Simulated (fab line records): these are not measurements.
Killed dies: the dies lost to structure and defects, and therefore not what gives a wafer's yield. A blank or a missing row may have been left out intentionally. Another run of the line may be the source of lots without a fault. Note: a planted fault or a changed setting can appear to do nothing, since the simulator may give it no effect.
Which of the tools did it? -- flow sky130 -- 11 lots, 33 wafers sampled, at 5 steps of a route of 708

WHAT THE GAUGES READ, wafer by wafer
SKY_SD_N_OVL_MEAS_08. Usual: SD_N_OVL gives -0.2 nm (standard deviation 1.5).
lot,measured,on,SD_N_OVL (nm),flag
L297,day 30 00:57,overlay-02,-3.8 -1.3 -1.5,
L301,day 31 10:34,overlay-01,0.0 2.1 -0.1,
L302,day 31 18:47,overlay-01,-0.3 1.8 1.8,
L303,day 32 02:53,overlay-01,2.1 2.8 4.5,
L307,day 33 07:00,overlay-01,-1.2 -2.1 0.6,
L308,day 33 17:00,overlay-02,-1.0 -2.5 -0.2,
L311,day 34 10:09,overlay-02,-0.2 -1.4 -1.1,
L312,day 34 16:56,overlay-02,2.5 -0.4 1.3,
L313,day 34 19:45,overlay-02,0.0 -0.9 1.6,
L314,day 35 07:03,overlay-02,-0.3 -0.5 -1.0,
L315,day 35 10:49,overlay-02,-1.6 -0.4 -0.7,

SKY_LI_CONTACT_THK_MEAS_23: measures by xrf. Usual: LI_CONTACT_W_THK gives 409 nm (standard deviation 9.3).
lot,measured,on,LI_CONTACT_W_THK (nm),flag
L297,day 31 08:37,filmMetro-03,407 424 408,
L301,day 32 17:25,filmMetro-04,416 411 406,
L302,day 33 00:54,filmMetro-02,411 415 415,
L303,day 33 08:38,filmMetro-04,402 398 395,
L307,day 34 11:37,filmMetro-03,408 412 426,
L308,day 34 22:29,filmMetro-03,433 417 425,
L311,day 35 13:38,filmMetro-04,395 401 396,
L312,day 35 21:11,filmMetro-02,426 410 422,
L313,day 35 23:50,filmMetro-03,425 410 424,
L314,day 36 12:12,filmMetro-04,403 400 399,
L315,day 36 15:46,filmMetro-04,401 402 399,

WHAT TOOL EACH LOT RAN ON (gives the tool, then ch and the chambers of the sampled wafers, and finally the start)
lot,SKY_SD_N_RTA_14,SKY_LI_CONTACT_ETCH_14,SKY_LI_CONTACT_STRIP_16
L297,"rtpAnneal-02 ch 0, day 30 01:30","rieDiel-03 ch 0,1,3, day 31 07:38","plasmaAsher-02 ch 0,1, day 31 07:46"
L301,"rtpAnneal-01 ch 0, day 31 11:07","rieDiel-03 ch 1,2, day 32 16:32","plasmaAsher-04 ch 0,1, day 32 16:43"
L302,"rtpAnneal-02 ch 0, day 31 19:23","rieDiel-03 ch 1,2, day 33 00:05","plasmaAsher-02 ch 0,1, day 33 00:13"
L303,"rtpAnneal-01 ch 0, day 32 03:26","rieDiel-02 ch 1,2,3, day 33 07:49","plasmaAsher-03 ch 0,1, day 33 07:57"
L307,"rtpAnneal-01 ch 0, day 33 07:32","rieDiel-04 ch 0,3, day 34 10:47","plasmaAsher-04 ch 0,1, day 34 10:55"
L308,"rtpAnneal-02 ch 0, day 33 17:32","rieDiel-04 ch 0,1,2, day 34 21:40","plasmaAsher-03 ch 0,1, day 34 21:48"
L311,"rtpAnneal-01 ch 0, day 34 10:43","rieDiel-02 ch 0,2,3, day 35 12:49","plasmaAsher-02 ch 0,1, day 35 12:57"
L312,"rtpAnneal-02 ch 0, day 34 17:29","rieDiel-03 ch 1,3, day 35 20:22","plasmaAsher-04 ch 0,1, day 35 20:30"
L313,"rtpAnneal-01 ch 0, day 34 20:18","rieDiel-04 ch 0,1,2, day 35 23:02","plasmaAsher-03 ch 0,1, day 35 23:10"
L314,"rtpAnneal-02 ch 0, day 35 07:36","rieDiel-03 ch 0,1,2, day 36 11:23","plasmaAsher-04 ch 0, day 36 11:31"
L315,"rtpAnneal-01 ch 0, day 35 11:22","rieDiel-04 ch 1,3, day 36 14:55","plasmaAsher-03 ch 0,1, day 36 15:05"
- SKY_SD_N_RTA_14: time 2 s.
- SKY_LI_CONTACT_ETCH_14: etches BARC in N2/H2, stops on SiO2, time 45.9 s, target depth 60 nm.
- SKY_LI_CONTACT_STRIP_16: strips in O2/N2.

WHAT THE TOOLS THEMSELVES READ (means of the sampled wafers that have a number; where no wafer has one, the mark that the record gives instead)
SKY_SD_N_RTA_14. Usual: lampPowerPct 15.73 %, standard deviation 0.058; wafer_temp_C_max 1078.0, standard deviation 1.4.
lot,tool,lampPowerPct (%),wafer_temp_C_max,flag
L297,rtpAnneal-02,15.72,1077.5,
L301,rtpAnneal-01,15.71,1078.2,
L302,rtpAnneal-02,15.71,1077.3,
L303,rtpAnneal-01,15.69,1078.7,
L307,rtpAnneal-01,15.79,1077.3,
L308,rtpAnneal-02,15.71,1077.8,
L311,rtpAnneal-01,15.77,1079.1,
L312,rtpAnneal-02,15.74,1079.5,
L313,rtpAnneal-01,15.79,1079.3,
L314,rtpAnneal-02,15.72,1078.2,
L315,rtpAnneal-01,15.75,1079.3,

SKY_LI_CONTACT_ETCH_14. Usual: chamberPressureMTorr 30.003 mTorr, standard deviation 0.027; drypumpMotorCurrentA 5.9 A, standard deviation 0.43; n2FlowSccm 100.0 sccm, standard deviation 0.3; oesProductAu 0.855 a.u., standard deviation 0.0045; runLengthS 73.9 s, standard deviation 0.35; throttleValvePct 13.225 %, standard deviation 0.0087.
lot,tool,chamberPressureMTorr (mTorr),drypumpMotorCurrentA (A),n2FlowSccm (sccm),oesProductAu (a.u.),runLengthS (s),throttleValvePct (%),flag
L297,rieDiel-03,30.011,6.0,100.3,0.857,73.8,13.215,
L301,rieDiel-03,30.010,5.9,100.0,0.996,47.2,13.240,OFF
L302,rieDiel-03,29.989,5.9,99.6,1.010,47.2,13.245,OFF
L303,rieDiel-02,30.014,6.0,99.7,0.852,73.8,13.223,
L307,rieDiel-04,29.996,5.9,99.9,0.859,74.0,13.217,
L308,rieDiel-04,30.019,5.8,99.8,0.856,74.1,13.220,
L311,rieDiel-02,30.028,5.8,100.3,0.854,74.1,13.223,
L312,rieDiel-03,29.997,6.3,99.8,0.856,73.9,13.222,
L313,rieDiel-04,29.990,5.8,99.9,0.853,74.1,13.219,
L314,rieDiel-03,30.025,5.8,100.2,0.851,73.8,13.225,
L315,rieDiel-04,30.006,6.0,99.9,0.850,73.7,13.223,

SKY_LI_CONTACT_STRIP_16. Usual: chamberPressureMTorr 1500.1 mTorr, standard deviation 1.2; drypumpMotorCurrentA 5.5 A, standard deviation 0.44; n2FlowSccm 300.3 sccm, standard deviation 0.79; o2FlowSccm 3000 sccm, standard deviation 7.7; oesProductAu 0.376 a.u., standard deviation 0.0045; stripTimeToEndpointS 3.490 s, standard deviation 0.025.
lot,tool,chamberPressureMTorr (mTorr),drypumpMotorCurrentA (A),n2FlowSccm (sccm),o2FlowSccm (sccm),oesProductAu (a.u.),stripTimeToEndpointS (s),flag
L297,plasmaAsher-02,1501.0,5.2,300.4,3004,0.373,3.486,
L301,plasmaAsher-04,1501.2,5.5,299.9,2989,0.389,3.740,OFF
L302,plasmaAsher-02,1499.0,5.3,300.3,2996,0.385,3.759,OFF
L303,plasmaAsher-03,1499.2,5.6,300.0,2994,0.381,3.513,
L307,plasmaAsher-04,1499.3,5.7,301.0,2998,0.378,3.498,
L308,plasmaAsher-03,1499.6,5.6,301.4,2997,0.374,3.498,
L311,plasmaAsher-02,1502.1,5.2,299.9,3000,0.376,3.497,
L312,plasmaAsher-04,1499.0,5.7,299.9,3006,0.376,3.472,
L313,plasmaAsher-03,1500.1,5.6,299.9,2999,0.378,3.480,
L314,plasmaAsher-04,1499.4,5.4,301.5,3004,0.373,3.481,
L315,plasmaAsher-03,1499.2,5.9,299.8,3004,0.376,3.480,

THE ANSWER, worked out from the rows above alone
Rule: take the mean of a lot's wafers that have a number; if it is more than 3 standard deviations from the usual mean, the lot is off. Also off: a lot with no number at a reading for which 4 or more lots have one. The other lots that the step has rows for count as sound. After the gauges, taken in route order, come the tools' own readings; for these a lot's mean is taken, as printed above. The first step at which some lot is off is used, and at that step the reading that is off furthest; a lot without a number counts as furthest.
Off: L301, L302 (SKY_LI_CONTACT_ETCH_14, runLengthS).
If a tool, at that step or one of the process steps before it, ran each lot that is off and ran no sound lot following the first of them, it fits. None of those tried fits.

WHAT THE SIMULATOR HAD INSERTED
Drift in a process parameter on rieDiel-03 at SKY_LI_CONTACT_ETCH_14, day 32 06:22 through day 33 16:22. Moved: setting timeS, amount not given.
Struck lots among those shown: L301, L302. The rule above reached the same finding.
